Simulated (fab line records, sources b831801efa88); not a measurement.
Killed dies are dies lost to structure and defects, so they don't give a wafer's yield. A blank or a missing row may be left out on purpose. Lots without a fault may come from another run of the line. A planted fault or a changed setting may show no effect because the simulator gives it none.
fab line records | flow sky130
record lots=6 wafers=16 last_day=50
route steps=708 shown SD_N@352 SD_P@359 RES_XHIGH@360 SALICIDE@361 LI_CONTACT@362 LOCAL_INTERCONNECT@387 PAD_OPEN@708
lots that met no fault: from a run of the same line without faults
start_h: hours from the record's first day to the start of the lot's first wafer shown | wait_h: hours since the lot's step before | " the same as in the row above | L1.1+2: a row that stands for several wafers | - no value, or no start given | * or withheld: withheld | < > ~ a bound
route shown NAME@n: a module of which the file shows steps, and the number in the route of the first | usual: mean/standard deviation of fault-free wafers | same: alike in all rows | chamber/n: place in a boat | sites: the reading at each site | _std_site: their standard deviation | _edge_site: outer sites' mean less inner sites' | radius_mm: how far each site lies from the wafer's centre | mask NAME#n: copy n | behind: the tool/chamber that last shaped the wafer | hold: why the lot was held/for how many hours/how that ended | device: the transistor (n, p or np) that didn't switch | end of line: the same wafers' tests at the end of the route | a step without rows: its recipe alone | killed: dies lost to structure and defects at the first sort, not the wafer's yield | map: a wafer's dies, x killed, . not, _ none there
set.NAME: the setting as run; set.NAME@STEP: as run at that earlier step | model.NAME: the simulator's own value behind a step, which no gauge read
lots at some steps of the route; a table a step, a row a wafer
services: from which hour (start_h, from the record's first day; less than 0 if before it) a tool's chamber was out of use, for how many hours, and why
## steps
# step SKY_SD_N_IMPLANT_10
# recipe species=P energy_kev=20 dose_cm2=1e+14 tilt_deg=0
# step SKY_SD_N_STRIP_11
# recipe chemistry=O2/N2 power_w=1400 pressure_mtorr=1500 platen_temp_c=withheld o2_flow_sccm=3000 n2_flow_sccm=300 overash_fraction=0.5
# usual drypump_motor_current_A=5.2/0.37 oes_product_au=0.527/0.005 strip_time_to_endpoint_s=22.55/0.042
# columns lot.wafer tool chamber start_h wait_h drypump_motor_current_A oes_product_au rf_hours_counter_h strip_time_to_endpoint_s
L985.2 plasma_asher-01 1 644.33 0.1 5.7 0.522 95 22.53
L985.3 " 0 " " 5.8 0.538 - 22.50
L985.4 " 1 " " 5.6 0.533 - 22.54
L986.1 plasma_asher-02 0 652.98 0.1 4.8 0.534 79 22.55
L986.5 " 1 " " 4.8 0.530 - 22.54
L986.6 " 0 " " 4.8 0.527 - 22.57
L994.2 plasma_asher-02 1 715.19 0.1 4.8 0.528 85 22.50
L994.3 " 0 " " 4.8 0.529 - 22.53
L996.2 plasma_asher-02 1 736.24 0.1 4.8 0.525 87 22.54
L996.3 " 0 " " 4.8 0.520 - 22.55
L102.1 plasma_asher-02 1 784.98 0.1 4.8 0.517 92 22.56
L102.4 " 1 " " 4.8 0.528 - 22.55
L102.6 " 1 " " 4.8 0.529 - 22.52
L107.2 plasma_asher-04 1 810.34 0.1 5.3 0.535 38 22.50
L107.4 " 1 " " 5.3 0.522 - 22.57
L107.6 " 0 " " 5.4 0.527 - 22.57
# step SKY_SD_N_TW_MEAS_12
# usual SD_N_TW=3994/30
# columns lot.wafer tool chamber start_h wait_h SD_N_TW
L985.2 film_metro-04 - 644.44 0.1 3970
L985.3 " - " " 3971
L985.4 " - " " 3975
L986.1 film_metro-04 - 653.08 0.1 3975
L986.5 " - " " 3965
L986.6 " - " " 3971
L994.2 film_metro-02 - 715.30 0.1 3986
L994.3 " - " " 3997
L996.2 film_metro-04 - 736.35 0.1 3981
L996.3 " - " " 3975
L102.1 film_metro-02 - 785.08 0.1 4019
L102.4 " - " " 4001
L102.6 " - " " 4006
L107.2 film_metro-04 - 810.45 0.1 3925
L107.4 " - " " 3943
L107.6 " - " " 3949
# step SKY_SD_N_CLEAN_13
# recipe chemistry=SC1/SC2 mix=1:4:20 temp_c=70 time_s=150 dry=n2_spin
# step SKY_SD_N_RTA_14
# recipe temp_c=1075 time_s=2 idle_temp_c=650 ramp_up_c_per_s=150 ramp_down_c_per_s=90 ambient=N2
# usual lamp_power_pct=15.73/0.052 wafer_temp_C_max=1078.1/1.3
# columns lot.wafer tool chamber start_h wait_h lamp_power_pct wafer_temp_C_max
L985.2 rtp_anneal-02 0 644.55 0.0 15.66 1078.6
L985.3 " 0 " " 15.76 1078.2
L985.4 " 0 " " 15.73 1080.4
L986.1 rtp_anneal-01 0 653.19 0.0 15.76 1077.1
L986.5 " 0 " " 15.73 1078.1
L986.6 " 0 " " 15.73 1078.3
L994.2 rtp_anneal-01 0 715.41 0.0 15.66 1080.2
L994.3 " 0 " " 15.74 1077.2
L996.2 rtp_anneal-01 0 736.52 0.0 15.75 1079.9
L996.3 " 0 " " 15.74 1079.2
L102.1 rtp_anneal-01 0 785.20 0.0 15.76 1077.8
L102.4 " 0 " " 15.71 1078.3
L102.6 " 0 " " 15.65 1076.5
L107.2 rtp_anneal-02 0 810.56 0.0 15.72 1078.6
L107.4 " 0 " " 15.67 1078.5
L107.6 " 0 " " 15.64 1076.1
# step SKY_SD_N_RS_MEAS_16
# recipe thk_meas_gauge=four-point-probe
# usual SD_N_RS=68.51/0.16
# columns lot.wafer tool chamber start_h wait_h SD_N_RS[ohm/sq]
L985.2 film_metro-04 - 644.74 0.1 68.48
L985.3 " - " " 68.64
L985.4 " - " " 68.73
L986.1 film_metro-03 - 653.37 0.1 68.32
L986.5 " - " " 68.48
L986.6 " - " " 68.33
L994.2 film_metro-04 - 715.60 0.1 68.78
L994.3 " - " " 68.57
L996.2 film_metro-02 - 736.71 0.1 68.38
L996.3 " - " " 68.54
L102.1 film_metro-02 - 785.37 0.1 68.71
L102.4 " - " " 68.41
L102.6 " - " " 68.46
L107.2 film_metro-02 - 810.75 0.1 68.49
L107.4 " - " " 68.34
L107.6 " - " " 68.35
# step SKY_SD_N_RS_MEAS_17
# recipe thk_meas_gauge=four-point-probe
# usual SD_P_RS=146.9/0.42
# columns lot.wafer tool chamber start_h wait_h SD_P_RS[ohm/sq]
L985.2 film_metro-04 - 644.86 0.1 147.1
L985.3 " - " " 146.8
L985.4 " - " " 147.2
L986.1 film_metro-03 - 653.49 0.1 146.8
L986.5 " - " " 146.3
L986.6 " - " " 146.5
L994.2 film_metro-04 - 715.72 0.1 147.2
L994.3 " - " " 147.4
L996.2 film_metro-02 - 736.83 0.1 146.9
L996.3 " - " " 146.4
L102.1 film_metro-02 - 785.49 0.1 147.7
L102.4 " - " " 146.7
L102.6 " - " " 147.2
L107.2 film_metro-02 - 810.87 0.1 146.9
L107.4 " - " " 146.3
L107.6 " - " " 146.9
# step SKY_SD_N_RS_MEAS_18
# recipe thk_meas_gauge=four-point-probe
# usual RES_XHIGH_RS=333.0/1.4
# columns lot.wafer tool chamber start_h wait_h RES_XHIGH_RS[ohm/sq]
L985.2 film_metro-04 - 644.98 0.1 335.4
L985.3 " - " " 334.1
L985.4 " - " " 333.8
L986.1 film_metro-03 - 653.61 0.1 330.4
L986.5 " - " " 332.7
L986.6 " - " " 331.3
L994.2 film_metro-04 - 715.84 0.1 332.5
L994.3 " - " " 334.9
L996.2 film_metro-02 - 736.95 0.1 335.0
L996.3 " - " " 334.6
L102.1 film_metro-02 - 785.61 0.1 331.4
L102.4 " - " " 330.3
L102.6 " - " " 331.4
L107.2 film_metro-02 - 810.99 0.1 332.6
L107.4 " - " " 332.0
L107.6 " - " " 332.5
# step SKY_SALICIDE_CLEAN_00
# recipe chemistry=HF-last time_s=30 dilution=100:1 dry=ipa_marangoni
# step SKY_LI_CONTACT_HDPCVD_00
# recipe material=PSG target_thk_nm=930 sigma_open_frac=0.3 time_s=155 temp_c=600 sih4_flow_sccm=60 pressure_mtorr=6
# step SKY_LI_CONTACT_THK_MEAS_01
# recipe reads=PSG_of_LI_CONTACT_HDPCVD_00
# usual LI_CONTACT_HDPCVD_THK=922/7.7
# columns lot.wafer tool chamber start_h wait_h LI_CONTACT_HDPCVD_THK[nm]
L985.2 film_metro-04 - 645.20 0.1 921
L985.3 " - " " 921
L985.4 " - " " 918
L986.1 film_metro-02 - 653.84 0.1 920
L986.5 " - " " 915
L986.6 " - " " 916
L994.2 film_metro-02 - 716.07 0.1 922
L994.3 " - " " 921
L996.2 film_metro-03 - 737.17 0.1 926
L996.3 " - " " 922
L102.1 film_metro-03 - 785.85 0.1 921
L102.4 " - " " 907
L102.6 " - " " 915
L107.2 film_metro-04 - 811.22 0.1 909
L107.4 " - " " 912
L107.6 " - " " 925
# step SKY_LI_CONTACT_CMP_02
# recipe material=PSG down_force_psi=4 platen_rpm=60 pad_velocity_m_s=0.94248
# usual edge_zone_pressure_frac=0.999/0.0054 motor_current_A=11.7/1 time_to_endpoint_s=30.9/2.4
# columns lot.wafer tool chamber start_h wait_h edge_zone_pressure_frac motor_current_A time_to_endpoint_s model.PSG_of_LI_CONTACT_HDPCVD_00.thk_nm
L985.4 cmp-01 2 645.25 0.0 1.001 10.0 29.1 598.1
L985.2 " 3 " " 0.998 11.1 32.0 597.5
L985.3 " 1 " " 0.993 11.3 29.4 597.5
L986.1 cmp-01 3 653.90 0.1 1.000 11.1 32.5 598
L986.6 " 3 " " 1.000 10.9 31.6 598.2
L986.5 " 0 " " 1.002 12.7 29.2 597.8
L994.2 cmp-02 0 716.12 0.0 1.001 11.8 24.7 655.5
L994.3 " 3 " " 1.005 10.9 23.0 656.2
L996.3 cmp-02 1 737.22 0.0 1.000 14.0 25.5 657.3
L996.2 " 0 " " 0.999 11.4 23.3 657.5
L102.1 cmp-01 2 785.96 0.1 0.995 10.4 30.8 596
L102.4 " 0 " " 1.001 13.2 28.4 596.1
L102.6 " 2 " " 1.000 10.7 31.4 596.7
L107.4 cmp-01 0 811.47 0.2 0.991 12.4 32.6 597
L107.2 " 1 " " 0.989 11.1 30.9 597.4
L107.6 " 3 " " 1.003 11.2 31.6 598
# step SKY_LI_CONTACT_BOW_MEAS_03
# recipe mode=bow
# usual LI_CONTACT_BOW=56/7.1
# columns lot.wafer tool chamber start_h wait_h LI_CONTACT_BOW[um]
L985.2 film_metro-03 - 645.57 0.2 62
L985.3 " - " " 59
L985.4 " - " " 54
L986.1 film_metro-02 - 654.20 0.2 43
L986.5 " - " " 65
L986.6 " - " " 63
L994.2 film_metro-03 - 716.44 0.3 51
L994.3 " - " " 71
L996.2 film_metro-02 - 737.54 0.1 56
L996.3 " - " " 56
L102.1 film_metro-04 - 786.21 0.2 55
L102.4 " - " " 56
L102.6 " - " " 56
L107.2 film_metro-03 - 811.69 0.1 64
L107.4 " - " " 52
L107.6 " - " " 51
# step SKY_LI_CONTACT_DEHYDRATE_04
# recipe temp_c=200 time_s=60
# step SKY_LI_CONTACT_HMDS_05
# recipe prime_time_s=60 prime_temp_c=120
# step SKY_LI_CONTACT_COAT_06
# recipe resist=BARC temp_c=withheld time_s=withheld spin_rpm=3000 resist_thk_nm=60
# step SKY_LI_CONTACT_COAT_07
# recipe resist=KrF-thick spin_rpm=3000 resist_thk_nm=450
# step SKY_LI_CONTACT_SOFTBAKE_08
# recipe temp_c=100 time_s=90 resist=KrF-thick
# step SKY_LI_CONTACT_EXPOSE_09
# recipe mask_id=LICM1 na=0.8 source_shape=annular sigma_inner=0.55 sigma_outer=0.85 target_cd_nm=170 dose_mj=38
# step SKY_LI_CONTACT_PEB_10
# recipe peb_temp_c=withheld peb_time_s=withheld resist=KrF-thick
# step SKY_LI_CONTACT_DEVELOP_11
# recipe develop_time_s=60 resist=KrF-thick dev_temp_c=21
# step SKY_LI_CONTACT_CD_MEAS_12
# recipe target_cd_nm=170
# usual cd_nm=169.8/1.4
# columns lot.wafer tool chamber start_h wait_h cd_nm
L985.2 cd_sem-02 - 674.35 - 171.6
L985.3 " - " " 171.5
L985.4 " - " " 172.1
L986.1 cd_sem-01 - 681.58 - 168.2
L986.5 " - " " 171.6
L986.6 " - " " 168.2
L994.2 cd_sem-02 - 744.55 - 168.8
L994.3 " - " " 170.0
L996.2 cd_sem-02 - 764.37 - 172.0
L996.3 " - " " 171.7
L102.1 cd_sem-02 - 812.35 - 168.2
L102.4 " - " " 169.3
L102.6 " - " " 168.5
L107.2 cd_sem-01 - 837.58 - 169.7
L107.4 " - " " 172.4
L107.6 " - " " 172.8
# step SKY_LI_CONTACT_OVL_MEAS_13
# usual LI_CONTACT_OVL=-2/5.2
# columns lot.wafer tool chamber start_h wait_h LI_CONTACT_OVL[nm]
L985.2 overlay-02 - 674.45 0.1 -1
L985.3 " - " " -7
L985.4 " - " " -1
L986.1 overlay-01 - 681.70 0.1 6
L986.5 " - " " 2
L986.6 " - " " 3
L994.2 overlay-01 - 744.65 0.1 4
L994.3 " - " " -3
L996.2 overlay-01 - 764.48 0.1 0
L996.3 " - " " 8
L102.1 overlay-01 - 812.47 0.1 -7
L102.4 " - " " -10
L102.6 " - " " -2
L107.2 overlay-02 - 837.68 0.1 -9
L107.4 " - " " -13
L107.6 " - " " -9
# step SKY_LI_CONTACT_ETCH_14
# recipe chemistry=N2/H2 target=BARC ion_energy_ev=200 source_w=500 bias_w=100 pressure_mtorr=30 n2_flow_sccm=100 h2_flow_sccm=200 stop_on=SiO2 time_s=45.9 target_depth_a=600
# step SKY_LI_CONTACT_ETCH_15
# recipe target=PSG chemistry=C4F8/O2/Ar stop_on=Si taper_deg=4.15 mask_material=KrF-thick source_w=1500 bias_w=1200 pressure_mtorr=40 c4f8_flow_sccm=withheld O2_flow_sccm=6 Ar_flow_sccm=300 time_s=withheld target_depth_a=6000
# usual oes_product_au=0.838/0.0053
# columns lot.wafer tool chamber start_h wait_h oes_product_au model.LI_CONTACT.feature_depth_nm model.etch.depth_nm
L985.2 rie_diel-01 0 674.52 0.0 0.839 597.5 597.5
L985.3 " 3 " " 0.835 597.5 597.5
L985.4 " 2 " " 0.841 598.1 598.1
L986.1 rie_diel-04 2 681.77 0.0 0.827 598 598
L986.5 " 2 " " 0.832 597.8 597.8
L986.6 " 1 " " 0.843 598.2 598.2
L994.2 rie_diel-01 1 744.72 0.0 0.885 655.5 655.5
L994.3 " 3 " " 0.873 656.2 656.2
L996.2 rie_diel-02 1 764.55 0.0 0.887 657.5 657.5
L996.3 " 3 " " 0.891 657.3 657.3
L102.1 rie_diel-01 0 812.55 0.0 0.840 596 596
L102.4 " 1 " " 0.825 596.1 596.1
L102.6 " 1 " " 0.826 596.7 596.7
L107.2 rie_diel-02 3 837.75 0.0 0.836 597.4 597.4
L107.4 " 0 " " 0.837 597 597
L107.6 " 3 " " 0.840 598 598
# step SKY_LI_CONTACT_STRIP_16
# recipe chemistry=O2/N2 power_w=1400 pressure_mtorr=1500 platen_temp_c=withheld o2_flow_sccm=3000 n2_flow_sccm=300 overash_fraction=0.5
# step SKY_LI_CONTACT_CLEAN_17
# recipe chemistry=NMP time_s=600 temp_c=60 dry=n2_spin
# step SKY_LI_CONTACT_PRE_CLEAN_18
# recipe gas=Ar time_s=5.6 bias_v=358
# step SKY_LI_CONTACT_SPUTTER_19
# recipe material=Ti target_thk_nm=20 chamber_pressure_pa=5 power_w=2500 substrate_temp_c=200 time_s=106.37
# usual throttle_valve_pct=29.8/0.72
# columns lot.wafer tool chamber start_h wait_h throttle_valve_pct
L985.2 pvd_sputter-01 - 675.08 0.0 29.8
L985.3 " - " " 29.5
L985.4 " - " " 28.6
L986.1 pvd_sputter-01 - 682.15 0.0 29.3
L986.5 " - " " 29.5
L986.6 " - " " 28.8
L994.2 pvd_sputter-01 - 745.10 0.0 30.0
L994.3 " - " " 28.5
L996.2 pvd_sputter-02 - 764.93 0.0 31.0
L996.3 " - " " 31.0
L102.1 pvd_sputter-03 - 812.93 0.0 30.0
L102.4 " - " " 28.6
L102.6 " - " " 28.6
L107.2 pvd_sputter-01 - 838.15 0.0 29.6
L107.4 " - " " 29.8
L107.6 " - " " 29.6
# step SKY_LI_CONTACT_SPUTTER_20
# recipe material=TiN target_thk_nm=20 chamber_pressure_pa=5 power_w=4000 time_s=80
# usual throttle_valve_pct=29.8/0.76
# columns lot.wafer tool chamber start_h wait_h throttle_valve_pct
L985.2 pvd_sputter-01 - 675.16 0.0 29.8
L985.3 " - " " 29.4
L985.4 " - " " 28.2
L986.1 pvd_sputter-01 - 682.23 0.0 29.5
L986.5 " - " " 29.8
L986.6 " - " " 28.7
L994.2 pvd_sputter-01 - 745.18 0.0 29.6
L994.3 " - " " 28.8
L996.2 pvd_sputter-02 - 765.01 0.0 31.0
L996.3 " - " " 30.9
L102.1 pvd_sputter-03 - 813.01 0.0 30.2
L102.4 " - " " 28.6
L102.6 " - " " 28.5
L107.2 pvd_sputter-01 - 838.23 0.0 29.5
L107.4 " - " " 29.6
L107.6 " - " " 29.5
# step SKY_LI_CONTACT_CVD_21
# recipe material=W target_thk_nm=400 time_s=120.56 temp_c=400 pressure_torr=40
# step SKY_LI_CONTACT_RS_MEAS_22
# recipe thk_meas_gauge=four-point-probe reads=W_of_LI_CONTACT_CVD_21+TiN_of_LI_CONTACT_SPUTTER_20+Ti_of_LI_CONTACT_SPUTTER_19
# usual LI_CONTACT_W_RS=0.2865/0.0028
# columns lot.wafer tool chamber start_h wait_h LI_CONTACT_W_RS[ohm/sq]
L985.2 film_metro-03 - 675.36 0.1 0.2862
L985.3 " - " " 0.2877
L985.4 " - " " 0.2887
L986.1 film_metro-03 - 682.42 0.1 0.2928
L986.5 " - " " 0.2886
L986.6 " - " " 0.2907
L994.2 film_metro-04 - 745.39 0.1 0.2861
L994.3 " - " " 0.2882
L996.2 film_metro-03 - 765.22 0.1 0.2819
L996.3 " - " " 0.2844
L102.1 film_metro-04 - 813.20 0.1 0.2881
L102.4 " - " " 0.2872
L102.6 " - " " 0.2851
L107.2 film_metro-04 - 838.43 0.1 0.2850
L107.4 " - " " 0.2893
L107.6 " - " " 0.2860
# step SKY_LI_CONTACT_THK_MEAS_23
# recipe thk_meas_gauge=xrf reads=W_of_LI_CONTACT_CVD_21
# usual LI_CONTACT_W_THK=403/5.4
# columns lot.wafer tool chamber start_h wait_h LI_CONTACT_W_THK[nm]
L985.2 film_metro-03 - 675.47 0.1 402
L985.3 " - " " 399
L985.4 " - " " 399
L986.1 film_metro-03 - 682.54 0.1 394
L986.5 " - " " 397
L986.6 " - " " 395
L994.2 film_metro-04 - 745.50 0.1 399
L994.3 " - " " 400
L996.2 film_metro-03 - 765.33 0.1 412
L996.3 " - " " 411
L102.1 film_metro-04 - 813.32 0.1 402
L102.4 " - " " 401
L102.6 " - " " 405
L107.2 film_metro-04 - 838.54 0.1 414
L107.4 " - " " 410
L107.6 " - " " 412
# step SKY_LI_CONTACT_CMP_24
# recipe stop_on=PSG t_overpolish_s=20 down_force_psi=3.5 platen_rpm=60 target_thk_nm=0 pad_velocity_m_s=0.94248
# usual edge_zone_pressure_frac=0.999/0.005 motor_current_A=10.8/1
# columns lot.wafer tool chamber start_h wait_h edge_zone_pressure_frac motor_current_A model.PSG_of_LI_CONTACT_HDPCVD_00.thk_nm
L985.2 cmp-02 1 675.57 0.1 1.004 12.7 588
L985.3 " 2 " " 0.992 11.1 588
L985.4 " 3 " " 1.002 10.3 588.6
L986.1 cmp-02 1 682.60 0.1 1.000 12.5 588.6
L986.6 " 1 " " 1.003 12.3 588.7
L986.5 " 2 " " 0.996 10.4 588.3
L994.2 cmp-01 1 745.65 0.1 0.992 10.8 646.1
L994.3 " 2 " " 1.007 9.4 646.7
L996.3 cmp-02 0 765.43 0.1 0.998 10.9 647.9
L996.2 " 2 " " 0.997 11.1 648.1
L102.4 cmp-01 3 813.38 0.0 1.002 9.8 586.7
L102.1 " 1 " " 1.001 10.2 586.6
L102.6 " 0 " " 0.995 11.8 587.2
L107.2 cmp-01 1 838.64 0.1 0.993 10.8 587.9
L107.4 " 2 " " 0.992 9.3 587.5
L107.6 " 0 " " 1.005 11.8 588.5
# step SKY_LOCAL_INTERCONNECT_SPUTTER_00
# recipe material=TiN target_thk_nm=100 temp_c=300 power_w=6500 time_s=83.3 chamber_pressure_pa=0.4
# usual throttle_valve_pct=30.1/1.2
# columns lot.wafer tool chamber start_h wait_h throttle_valve_pct
L985.2 pvd_sputter-04 - 675.82 0.2 30.5
L985.3 " - " " 29.0
L985.4 " - " " 28.2
L986.1 pvd_sputter-04 - 682.90 0.2 32.4
L986.5 " - " " 29.0
L986.6 " - " " 32.5
L994.2 pvd_sputter-04 - 745.85 0.1 29.0
L994.3 " - " " 28.2
L996.2 pvd_sputter-04 - 765.68 0.1 28.2
L996.3 " - " " 29.1
L102.1 pvd_sputter-04 - 813.68 0.1 28.9
L102.4 " - " " 28.0
L102.6 " - " " 32.3
L107.2 pvd_sputter-02 - 838.89 0.2 31.0
L107.4 " - " " 30.3
L107.6 " - " " 30.2
# step SKY_PAD_OPEN_PROBE_99
# usual killed_at_M0_to_M3=43/7.5 killed_at_M4_up=3.3/1.9 killed_at_contacts=24/4.6 killed_at_front_end=16/4.9 killed_at_other=0.2/0.46 killed_dies=87/9.1 killed_open=47/7.4 killed_short=39/6.6
# same gross_dies=492 killed_at_back_side=0
# columns lot.wafer tool chamber start_h wait_h killed_at_M0_to_M3 killed_at_M4_up killed_at_contacts killed_at_front_end killed_at_other killed_dies killed_open killed_short model.etest.licon_pdiff.rc_ohm model.etest.licon_high_po.rc_ohm model.etest.licon_ndiff.rc_ohm model.etest.cap_li_to_poly.c_af_um2 model.etest.licon_poly.rc_ohm model.etest.cap_li_to_well.c_af_um2
L985.2 prober-01 - 1074.15 0.1 47 3 23 15 0 88 43 45 577.5 336.8 176.6 96.95 153.1 36.98
L985.3 prober-01 - 1074.20 0.2 42 4 35 13 0 94 56 38 581.1 343 180.5 99.86 152.7 36.32
L985.4 prober-01 - 1074.25 0.2 51 4 24 17 0 96 51 45 554.3 336.9 177.9 97.61 146.1 36.53
L986.1 prober-02 - 1078.93 0.1 37 0 21 24 0 82 42 40 573.6 360.6 186.8 100.3 161 36.79
L986.5 prober-02 - 1079.13 0.2 50 3 27 8 0 88 46 42 589.2 355.8 179.7 98.29 148.4 37.41
L986.6 prober-02 - 1079.18 0.2 39 2 24 20 1 86 45 41 586 342.6 181.3 100.5 151 36.52
L994.2 prober-01 - 1125.70 0.1 39 4 23 9 0 75 39 36 658.8 372.8 194.5 82.61 163.4 34.46
L994.3 prober-01 - 1125.75 0.2 41 5 27 14 1 88 47 41 596.5 371.4 204.2 82.66 156.4 34.76
L996.2 prober-01 - 1140.57 0.1 56 2 26 17 1 102 52 48 604.4 354.5 190.7 84.26 155.5 35.08
L996.3 prober-01 - 1140.62 0.2 38 2 27 14 0 81 45 36 621.9 375.1 195.4 85.1 163.9 33.24
L102.1 prober-01 - 1170.63 0.1 49 3 23 9 0 84 44 40 602.4 368.1 182.6 95.88 156.9 36.55
L102.4 prober-01 - 1170.78 0.2 54 3 21 14 0 92 61 31 583.6 371 188.7 98.97 155.3 36.57
L102.6 prober-01 - 1170.88 0.2 48 4 28 20 0 100 38 62 598.3 355.5 182 97.41 151 36.34
L107.2 prober-02 - 1189.43 0.1 49 4 24 12 0 89 46 43 582.5 332.1 184.4 98.69 149.6 36.84
L107.4 prober-02 - 1189.53 0.2 43 5 19 21 0 88 40 48 559.3 346.7 176.9 97.86 147.3 36.76
L107.6 prober-02 - 1189.63 0.2 50 3 18 20 1 92 45 47 601 330.4 176.1 96.25 146.7 37.43
# killed by level:class
L985.2 VIA1:geometric_particle:open=12 METAL1:geometric_particle:short=9 VIA1:geometric_particle:short=7 LI_CONTACT:geometric_particle:open=6 POLY_GATE:geometric_particle:open=5 LOCAL_INTERCONNECT:geometric_particle:short=5 CONTACT:geometric_particle:short=5 FIELD_ISO:geometric_particle:short=4
L985.3 CONTACT:geometric_particle:open=11 VIA1:geometric_particle:open=10 LI_CONTACT:geometric_particle:open=8 VIA2:geometric_particle:open=8 LI_CONTACT:geometric_particle:short=5 CONTACT:geometric_particle:short=5 VIA1:geometric_particle:short=5 VIA3:geometric_particle:open=5
L985.4 LI_CONTACT:geometric_particle:open=10 VIA2:geometric_particle:open=8 VIA1:geometric_particle:short=8 VIA1:geometric_particle:open=8 CONTACT:geometric_particle:open=7 VIA3:geometric_particle:short=6 VIA3:geometric_particle:open=5 FIELD_ISO:geometric_particle:short=4
L986.1 VIA1:geometric_particle:open=11 FIELD_ISO:geometric_particle:short=10 LI_CONTACT:geometric_particle:open=8 POLY_GATE:geometric_particle:open=5 CONTACT:geometric_particle:open=5 FIELD_ISO:geometric_particle:open=4 VIA1:geometric_particle:short=4 CONTACT:geometric_particle:short=4
L986.5 CONTACT:geometric_particle:open=13 VIA1:geometric_particle:open=9 METAL2:geometric_particle:short=8 VIA3:geometric_particle:short=6 VIA3:geometric_particle:open=6 VIA2:geometric_particle:short=6 LI_CONTACT:geometric_particle:open=5 CONTACT:geometric_particle:short=5
L986.6 CONTACT:geometric_particle:open=11 FIELD_ISO:geometric_particle:open=8 METAL1:geometric_particle:short=8 VIA1:geometric_particle:short=7 VIA2:geometric_particle:open=6 LI_CONTACT:geometric_particle:open=5 METAL2:geometric_particle:short=5 VIA3:geometric_particle:open=5
L994.2 CONTACT:geometric_particle:open=8 VIA1:geometric_particle:open=7 VIA3:geometric_particle:open=7 LI_CONTACT:geometric_particle:open=5 METAL1:geometric_particle:short=5 LOCAL_INTERCONNECT:geometric_particle:short=4 CONTACT:geometric_particle:short=4 VIA1:geometric_particle:short=4
L994.3 VIA1:geometric_particle:open=9 CONTACT:geometric_particle:open=8 VIA2:geometric_particle:open=7 LI_CONTACT:geometric_particle:open=7 LOCAL_INTERCONNECT:geometric_particle:short=6 METAL1:geometric_particle:short=6 FIELD_ISO:geometric_particle:open=5 METAL4:geometric_particle:short=5
L996.2 VIA3:geometric_particle:open=11 VIA1:geometric_particle:open=8 METAL1:geometric_particle:short=8 CONTACT:geometric_particle:short=7 VIA2:geometric_particle:open=7 FIELD_ISO:geometric_particle:open=6 LOCAL_INTERCONNECT:geometric_particle:short=6 CONTACT:geometric_particle:open=5
L996.3 CONTACT:geometric_particle:open=9 VIA2:geometric_particle:open=8 LI_CONTACT:geometric_particle:open=7 VIA1:geometric_particle:open=7 VIA3:geometric_particle:open=6 FIELD_ISO:geometric_particle:short=6 CONTACT:geometric_particle:short=5 METAL1:geometric_particle:short=5
L102.1 VIA1:geometric_particle:open=14 CONTACT:geometric_particle:open=10 VIA1:geometric_particle:short=8 METAL2:geometric_particle:short=8 LI_CONTACT:geometric_particle:open=7 FIELD_ISO:geometric_particle:short=5 VIA3:geometric_particle:short=4 LOCAL_INTERCONNECT:geometric_particle:short=3
L102.4 VIA1:geometric_particle:open=21 CONTACT:geometric_particle:open=9 METAL2:geometric_particle:short=6 VIA3:geometric_particle:open=6 LI_CONTACT:geometric_particle:open=5 FIELD_ISO:geometric_particle:open=4 POLY_GATE:geometric_particle:open=4 LI_CONTACT:geometric_particle:short=4
L102.6 CONTACT:geometric_particle:short=15 VIA1:geometric_particle:open=9 VIA1:geometric_particle:short=7 FIELD_ISO:geometric_particle:short=6 METAL2:geometric_particle:short=6 LOCAL_INTERCONNECT:geometric_particle:short=5 METAL2:geometric_particle:open=5 LI_CONTACT:geometric_particle:open=4
L107.2 VIA1:geometric_particle:open=12 LI_CONTACT:geometric_particle:open=8 VIA1:geometric_particle:short=7 METAL2:geometric_particle:short=7 VIA3:geometric_particle:open=6 CONTACT:geometric_particle:open=6 FIELD_ISO:geometric_particle:open=5 CONTACT:geometric_particle:short=5
L107.4 METAL1:geometric_particle:short=9 VIA1:geometric_particle:open=7 FIELD_ISO:geometric_particle:short=6 FIELD_ISO:geometric_particle:open=6 POLY_GATE:geometric_particle:short=6 CONTACT:geometric_particle:open=6 METAL2:geometric_particle:short=6 VIA3:geometric_particle:open=6
L107.6 VIA2:geometric_particle:open=9 VIA3:geometric_particle:open=8 METAL2:geometric_particle:short=7 VIA1:geometric_particle:short=7 FIELD_ISO:geometric_particle:short=5 CONTACT:geometric_particle:open=5 FIELD_ISO:geometric_particle:open=5 VIA1:geometric_particle:open=5
## services
# columns tool chamber start_h hours kind
cmp-01 - 627.22 1.7 repair
cmp-01 - 642.11 1.0 repair
rie_diel-01 1 644.21 18.2 repair
cmp-01 - 650.48 0.3 repair
rie_diel-01 3 657.49 3.3 repair
rie_diel-01 - 662.48 2.8 pm
pvd_sputter-03 - 662.99 3.5 repair
cmp-02 - 669.75 1.1 repair
plasma_asher-02 - 679.76 4.4 repair
cmp-01 - 697.59 6.9 pm
plasma_asher-02 - 698.93 2.8 pm
cmp-02 - 706.73 1.7 repair
cmp-01 - 706.91 3.6 repair
pvd_sputter-03 - 714.53 1.8 repair
cmp-01 - 716.83 8.9 pm
pvd_sputter-02 - 726.68 1.0 repair
rie_diel-02 1 730.40 16.5 repair
cmp-02 - 744.24 4.0 pm
pvd_sputter-03 - 763.75 4.4 repair
plasma_asher-02 - 809.08 1.4 repair
rie_diel-01 3 813.41 4.5 repair
pvd_sputter-02 - 825.14 1.9 repair
pvd_sputter-03 - 825.22 0.8 repair
cmp-02 - 831.55 1.7 repair
## key
first_sign step=SKY_LI_CONTACT_CMP_02 reading=time_to_endpoint_s direction=down sigmas=2.8 usual=* struck=*
effect step=SKY_LI_CONTACT_ETCH_15 reading=oes_product_au direction=up sigmas=8.8 usual=0.838 struck=0.884
model_effect step=SKY_LI_CONTACT_CMP_02 value=PSG_of_LI_CONTACT_HDPCVD_00.thk_nm without=596.9 struck=656.6
model_effect step=SKY_LI_CONTACT_ETCH_15 value=LI_CONTACT.feature_depth_nm without=596.9 struck=656.6
model_effect step=SKY_LI_CONTACT_CMP_24 value=PSG_of_LI_CONTACT_HDPCVD_00.thk_nm without=587.5 struck=647.2
model_effect step=SKY_PAD_OPEN_PROBE_99 value=etest.licon_pdiff.rc_ohm without=586.5 struck=620.4
met_at SKY_LI_CONTACT_CMP_02
struck_wafers L994.2,L994.3,L996.2,L996.3
tester_left_out L994,L996
fault kind=process_parameter_drift tool=cmp-02 chamber=- onset_h=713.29 steps=SKY_LI_CONTACT_CMP_02 channel=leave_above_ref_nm offset=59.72 shape=step end_h=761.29 scope=struck_wafers_only acts_in=these_recipes_only stated=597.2
# tester_left_out: of these lots the tester's yield and bins aren't shown, on N5 and GAA mostly nor the transistor test; their killed dies are dies lost to structure and defects alone, not to doping, threshold or leakage, so they don't give the yield
